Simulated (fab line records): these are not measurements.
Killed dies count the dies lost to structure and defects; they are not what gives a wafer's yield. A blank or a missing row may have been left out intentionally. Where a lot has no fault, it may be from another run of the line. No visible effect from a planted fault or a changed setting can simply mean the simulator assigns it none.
Which tool is to blame?	flow sfq line	Sampling: 14 lots, 42 wafers, 4 of 325 route steps

== WHAT THE GAUGES READ, wafer by wafer ==
The record holds no reading of a measuring or inspecting step that can be judged against a usual standard deviation.

== WHICH TOOL RAN EACH LOT (tool, then ch and the chambers of the sampled wafers, then the start) ==
lot	SFQ_TRILAYER_M1_STRIP_STRIP_043	SFQ_TRILAYER_I1_VIA_BARC_OPEN_VIA_ETCH_071	SFQ_TRILAYER_M3_LITHO_COAT_080	SFQ_TRILAYER_I3_VIA_ETCH_VIA_ETCH_088
L568	rie metal-03 ch 0,1, day 25 16:04	rie diel-01 ch 2,3, day 31 00:23	litho track-04 ch 0, day 37 23:46	rie diel-02 ch 0,2,3, day 40 02:24
L569	rie metal-03 ch 1, day 25 23:17	rie diel-03 ch 0,2,3, day 31 07:35	litho track-03 ch 0, day 38 08:07	rie diel-02 ch 0,1, day 40 06:00
L570	rie metal-03 ch 0,1, day 26 06:29	rie diel-01 ch 1,3, day 31 15:59	litho track-02 ch 0, day 38 21:19	rie diel-04 ch 1,2,3, day 40 09:36
L572	rie metal-02 ch 0,1, day 26 23:17	rie diel-03 ch 0,1,2, day 32 06:23	litho track-04 ch 0, day 39 11:56	rie diel-03 ch 1,2, day 40 15:36
L573	rie metal-04 ch 0,1, day 27 02:53	rie diel-03 ch 0,3, day 32 12:23	litho track-04 ch 0, day 39 16:31	rie diel-02 ch 0,3, day 46 07:17
L581	rie metal-04 ch 0,1, day 29 13:36	rie diel-04 ch 0,1,3, day 36 13:34	litho track-03 ch 0, day 42 15:22	rie diel-03 ch 1,2,3, day 47 21:59
L583	rie metal-02 ch 0,1, day 30 20:59	rie diel-04 ch 0,1, day 37 12:22	litho track-04 ch 0, day 43 02:58	rie diel-04 ch 0,2,3, day 53 04:30
L584	rie metal-04 ch 0,1, day 30 22:11	rie diel-03 ch 0,2, day 37 13:34	litho track-02 ch 0, day 43 06:34	rie diel-04 ch 0,2, day 53 08:06
L585	rie metal-02 ch 0,1, day 31 06:35	rie diel-04 ch 0,1,2, day 37 21:17	litho track-02 ch 0, day 43 19:07	rie diel-03 ch 2,3, day 53 10:30
L586	rie metal-03 ch 0,1, day 31 17:23	rie diel-01 ch 0,1,3, day 38 09:14	litho track-03 ch 0, day 49 12:49	rie diel-02 ch 0,1,3, day 54 23:11
L587	rie metal-03 ch 0, day 31 19:47	rie diel-03 ch 1,3, day 38 11:38	litho track-04 ch 0, day 49 17:40	rie diel-03 ch 0,1,2, day 55 01:26
L588	rie metal-03 ch 0,1, day 32 01:47	rie diel-03 ch 0,2,3, day 38 17:38	litho track-02 ch 0, day 49 22:25	rie diel-03 ch 0,1,2, day 55 06:14
L589	rie metal-04 ch 0,1, day 32 08:59	rie diel-03 ch 1,2,3, day 39 02:02	litho track-04 ch 0, day 50 10:06	rie diel-03 ch 1,2, day 55 23:10
L590	rie metal-03 ch 0,1, day 32 15:11	rie diel-03 ch 0,3, day 39 08:02	litho track-03 ch 0, day 50 16:07	rie diel-04 ch 0,1, day 61 02:57
- SFQ_TRILAYER_M1_STRIP_STRIP_043: strips in O2.
- SFQ_TRILAYER_I1_VIA_BARC_OPEN_VIA_ETCH_071: etches BARC in O2, target depth 125 nm, time 41.7 s.
- SFQ_TRILAYER_M3_LITHO_COAT_080: resist thk 62 nm.
- SFQ_TRILAYER_I3_VIA_ETCH_VIA_ETCH_088: etches SiO2 in CHF3, stops on Nb, target depth 260 nm.

== WHAT THE TOOLS THEMSELVES READ (means of the sampled wafers that have a number; where no wafer has one, the mark that the record gives instead) ==
SFQ_TRILAYER_M1_STRIP_STRIP_043.
lot	tool	chamber pressure mTorr (mTorr)	drypump motor current A (A)	oes product au (a.u.)
L568	rie metal-03	50.00	5.8	1.008
L569	rie metal-03	50.01	6.1	1.007
L570	rie metal-03	50.00	5.9	1.003
L572	rie metal-02	50.00	6.2	1.002
L573	rie metal-04	49.99	5.7	0.994
L581	rie metal-04	49.96	5.7	0.994
L583	rie metal-02	49.98	5.9	0.994
L584	rie metal-04	50.01	5.7	1.000
L585	rie metal-02	49.97	5.9	0.995
L586	rie metal-03	49.93	5.8	1.002
L587	rie metal-03	50.03	5.6	1.001
L588	rie metal-03	50.01	5.9	1.010
L589	rie metal-04	50.00	5.7	0.992
L590	rie metal-03	49.97	5.9	1.002

SFQ_TRILAYER_I1_VIA_BARC_OPEN_VIA_ETCH_071.
lot	tool	chamber pressure mTorr (mTorr)	drypump motor current A (A)	oes product au (a.u.)
L568	rie diel-01	30.029	6.0	0.681
L569	rie diel-03	29.999	6.4	0.682
L570	rie diel-01	30.012	5.3	0.686
L572	rie diel-03	29.989	6.4	0.684
L573	rie diel-03	29.963	6.4	0.680
L581	rie diel-04	29.987	5.9	0.688
L583	rie diel-04	29.988	6.0	0.688
L584	rie diel-03	30.004	6.4	0.685
L585	rie diel-04	30.015	6.1	0.682
L586	rie diel-01	29.974	5.4	0.682
L587	rie diel-03	29.999	6.2	0.685
L588	rie diel-03	30.020	6.4	0.686
L589	rie diel-03	29.989	6.2	0.684
L590	rie diel-03	30.019	6.4	0.685

SFQ_TRILAYER_M3_LITHO_COAT_080.
lot	tool	spin speed rpm (rpm)
L568	litho track-04	2998.9
L569	litho track-03	2998.5
L570	litho track-02	2999.6
L572	litho track-04	3187.5
L573	litho track-04	3187.2
L581	litho track-03	3001.2
L583	litho track-04	3000.7
L584	litho track-02	2998.5
L585	litho track-02	3001.5
L586	litho track-03	2998.9
L587	litho track-04	2999.2
L588	litho track-02	2998.4
L589	litho track-04	3001.4
L590	litho track-03	2997.6

SFQ_TRILAYER_I3_VIA_ETCH_VIA_ETCH_088.
lot	tool	chamber pressure mTorr (mTorr)	drypump motor current A (A)	oes product au (a.u.)
L568	rie diel-02	29.978	5.7	0.860
L569	rie diel-02	29.997	5.7	0.854
L570	rie diel-04	29.984	6.1	0.853
L572	rie diel-03	29.982	6.3	0.855
L573	rie diel-02	30.001	5.3	0.854
L581	rie diel-03	30.009	6.2	0.856
L583	rie diel-04	29.980	6.0	0.854
L584	rie diel-04	30.016	5.9	0.850
L585	rie diel-03	29.987	6.3	0.853
L586	rie diel-02	30.014	5.4	0.853
L587	rie diel-03	29.992	6.4	0.854
L588	rie diel-03	30.003	6.4	0.855
L589	rie diel-03	29.982	6.2	0.848
L590	rie diel-04	29.979	6.0	0.859

== THE ANSWER, worked out from the rows above alone ==
Rule: the lots themselves supply what counts as usual. Put in order of their means at a reading, lots are off if they are a third of the lots or fewer, leave a main group of 4 or more, and stand apart from it by a gap of 3 or more times the standard deviation of the main group's means; of several such gaps the widest counts. The tables above print the reading to a certain number of digits; a main group whose means all agree to those digits is not used. A lot without any number at a reading at which 4 lots or more have one is off too. The other lots that the step has rows for count as sound. Order of review: gauges by route order, followed by the tools' own readings, for which a lot's mean as printed above is used. At the first step where some lot is off, the reading lying furthest off is the one used; lots without a number count as furthest.
Off: L572, L573, at SFQ_TRILAYER_M3_LITHO_COAT_080 (spin speed rpm). For the main group the mean is 2999.5 rpm and the standard deviation 1.3.
If a tool, at that step or one of the process steps before it, ran each lot that is off and ran no sound lot following the first of them, it fits. Of those tried, none fits.

== WHAT HAD BEEN PUT IN BY THE SIMULATOR ==
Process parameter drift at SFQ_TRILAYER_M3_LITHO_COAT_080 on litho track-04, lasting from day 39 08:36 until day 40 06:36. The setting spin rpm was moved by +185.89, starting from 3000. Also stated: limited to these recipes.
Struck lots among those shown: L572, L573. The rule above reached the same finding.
